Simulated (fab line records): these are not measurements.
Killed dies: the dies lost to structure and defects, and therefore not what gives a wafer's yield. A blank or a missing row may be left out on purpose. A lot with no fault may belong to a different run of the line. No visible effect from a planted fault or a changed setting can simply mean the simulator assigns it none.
Struck lot and sound lot, side by side / flow sky130 / 44 out of 708 route steps
Sound: these wafers, L553.2, L553.5, L553.6. Struck: wafer L572.4. (L572.3, L572.5 of the same lot were not struck and are left out.) The cause comes at the end.
Order at every step that has rows: each side's tool, ch and its chambers, its first start. Under that, the readings that differ: sound wafers / struck wafers / difference of the means / sigmas: that difference in standard deviations of wafers without a fault.
alike: a reading whose means differ by less than 2 such deviations, as well as words and numbers matching on both sides. not compared: withheld readings; readings where some wafer has no value; bounds like >300 that might hide an equal value; numbers whose values overlap and for which the record gives no deviation.
A row with sigmas, a row that says differs or no value, or rows on one side alone: a step with any of these is where the two part. When numbers do not overlap yet have no deviation, they are printed without sigmas and do not part them. A reading missing from all wafers of one side parts the sides only when that side holds two or more wafers.

first, 3 steps without rows for these wafers: SKY_VIA2_STRIP_17 (strips in post etch residue remover, time 1200 s); SKY_VIA2_CLEAN_18 (cleans in IPA, time 180 s); SKY_VIA2_CLEAN_19 (cleans in O3/DIW).
SKY_VIA2_SPUTTER_20: material TiN, target thk 20 nm, time 80 s.
  sound on pvd_sputter-03 at day 36 09:38; struck on pvd_sputter-03 at day 42 06:21
reading=throttle_valve_pct (%); sound=31.7 30.3 31.1; struck=28.1; difference=-2.9; sigmas=-2
  alike: chamber_pressure_pa
SKY_VIA2_CVD_21: deposits W, target thk 420 nm, time 126.4 s.
  sound on cvd_w-01 ch 0,1, day 36 09:42; struck on cvd_w-02 ch 1, day 42 06:27
  alike: heater_power_w
  not compared: since_wet_clean_h
SKY_VIA2_RS_MEAS_22: measures by four-point-probe.
  sound on film_metro-02 at day 36 09:51; struck on film_metro-02 at day 42 06:35
  alike: VIA2_W_RS
SKY_VIA2_THK_MEAS_23: measures by xrf.
  sound on film_metro-02 at day 36 09:58; struck on film_metro-02 at day 42 06:41
  alike: VIA2_W_THK
SKY_VIA2_CMP_24: polishes, stops on SiO2, t overpolish 20 s, target thk 0 nm.
  sound on cmp-02 ch 1,2, day 36 10:01; struck on cmp-01 ch 3, day 42 07:07
  alike: edge_zone_pressure_frac, motor_current_A, overpolish_run_s, retaining_ring_pressure_frac, time_to_endpoint_s
SKY_METAL3_SPUTTER_00: material Ti, target thk 15 nm, time 10 s.
  sound on pvd_sputter-01 at day 36 10:19; struck on pvd_sputter-01 at day 42 07:22
  alike: chamber_pressure_pa, throttle_valve_pct
then, 3 steps without rows for these wafers: SKY_METAL3_SPUTTER_01 (material TiN, target thk 20 nm, time 16.7 s); SKY_METAL3_SPUTTER_02 (material AlCu, target thk 735 nm, time 39.1 s); SKY_METAL3_SPUTTER_03 (material Ti, target thk 5 nm, time 3.3 s).
SKY_METAL3_SPUTTER_04: material TiN, target thk 70 nm, time 58.3 s.
  sound on pvd_sputter-01 at day 36 10:25; struck on pvd_sputter-01 at day 42 07:29
reading=model.TiN_of_METAL3_SPUTTER_04.thk_nm (nm); sound=69.98 69.43 68.44; struck=24.65; difference=-44.63; sigmas=
  alike: chamber_pressure_pa, throttle_valve_pct
then, 1 step without rows for these wafers: SKY_CAPM_CVD_00 (deposits SiO2, target thk 15.5 nm).
SKY_CAPM_THK_MEAS_01:
  sound on film_metro-03 at day 36 10:29; struck on film_metro-03 at day 42 07:34
  alike: CAPM_CVD_00_THK
SKY_CAPM_SPUTTER_02: material TiN, target thk 200 nm, time 164.1 s.
  sound on pvd_sputter-04 at day 36 10:32; struck on pvd_sputter-04 at day 42 07:37
  alike: chamber_pressure_pa, throttle_valve_pct
SKY_CAPM_RS_MEAS_03: measures by four-point-probe.
  sound on film_metro-04 at day 36 10:40; struck on film_metro-02 at day 42 07:46
  alike: CAPM_TIN_RS
SKY_CAPM_THK_MEAS_04: measures by xrf.
  sound on film_metro-04 at day 36 10:47; struck on film_metro-02 at day 42 07:52
  alike: CAPM_TIN_THK
then, 7 steps without rows for these wafers: SKY_CAPM_DEHYDRATE_05 (time 60 s); SKY_CAPM_HMDS_06 (prime time 60 s); SKY_CAPM_COAT_07 (resist thk 1140 nm); SKY_CAPM_SOFTBAKE_08 (time 60 s); SKY_CAPM_EXPOSE_09 (exposes mask CAPM, target cd 1000 nm); SKY_CAPM_PEB_10; SKY_CAPM_DEVELOP_11 (develop time 60 s).
SKY_CAPM_OVL_MEAS_12:
  sound on overlay-02 at day 37 12:08; struck on overlay-01 at day 43 06:14
  alike: CAPM_OVL
then, 13 steps without rows for these wafers: SKY_CAPM_METAL_ETCH_13 (etches TiN in Cl2/BCl3, stops on SiO2, target depth 220 nm, time 62.9 s); SKY_CAPM_STRIP_14 (strips in O2/N2); SKY_CAPM_STRIP_15 (strips in post etch residue remover, time 1200 s); SKY_CAPM_CLEAN_16 (cleans in IPA, time 180 s); SKY_CAPM_CLEAN_17 (cleans in O3/DIW); SKY_METAL3_DEHYDRATE_05 (time 60 s); SKY_METAL3_HMDS_06 (prime time 60 s); SKY_METAL3_COAT_07 (resist thk 60 nm); SKY_METAL3_COAT_08 (resist thk 1140 nm); SKY_METAL3_SOFTBAKE_09 (time 90 s); SKY_METAL3_EXPOSE_10 (exposes mask MM3, target cd 300 nm); SKY_METAL3_PEB_11; SKY_METAL3_DEVELOP_12 (develop time 62.18 s).
SKY_METAL3_CD_MEAS_13: target cd 300 nm.
  sound on cd_sem-02 at day 38 14:30; struck on cd_sem-02 at day 44 05:23
  alike: cd_nm
SKY_METAL3_OVL_MEAS_14:
  sound on overlay-01 at day 38 14:37; struck on overlay-02 at day 44 05:28
  alike: METAL3_OVL
then, 1 step without rows for these wafers: SKY_METAL3_DESCUM_15 (chemistry O2, time 8 s).
SKY_METAL3_METAL_ETCH_18: etches the open film in Cl2/BCl3, stops on SiO2, target depth 845 nm, time 183.1 s.
  sound on rie_metal-04 ch 0,1, day 38 14:48; struck on rie_metal-04 ch 0, day 44 05:42
reading=oes_product_au (a.u.); sound=0.866 0.863 0.867; struck=0.836; difference=-0.029; sigmas=-4
  alike: chamber_pressure_mTorr, drypump_motor_current_A, throttle_valve_pct
  not compared: rf_hours_counter_h
-- the record jumps here: 6 days lie between the struck wafers' starts before and after (it left off in module METAL3 and takes up again in module PAD_OPEN, whose first step shown is number 708 of the route) --
SKY_PAD_OPEN_PROBE_99:
  sound on prober-02 at day 45 20:24; struck on prober-01 at day 50 05:57
reading=model.etest.via3_chain.rc_ohm; sound=10.47 9.156 9.954; struck=8.477; difference=-1.383; sigmas=
  alike: defect_limited_yield, killed_at_M0_to_M3, killed_at_M4_up, killed_at_contacts, killed_at_front_end, killed_at_other, killed_dies, killed_open, killed_short, sort_bin_3_pad_short, sort_bin_5_function, sort_bin_6_memory, sort_n_pass, sort_yield_pct

== WHERE THEY PART ==
Earliest at SKY_VIA2_SPUTTER_20; latest, in this record, at SKY_METAL3_METAL_ETCH_18. Later steps at which nothing parts them and some readings are alike: SKY_PAD_OPEN_PROBE_99.

WHY: whatever the simulator had introduced
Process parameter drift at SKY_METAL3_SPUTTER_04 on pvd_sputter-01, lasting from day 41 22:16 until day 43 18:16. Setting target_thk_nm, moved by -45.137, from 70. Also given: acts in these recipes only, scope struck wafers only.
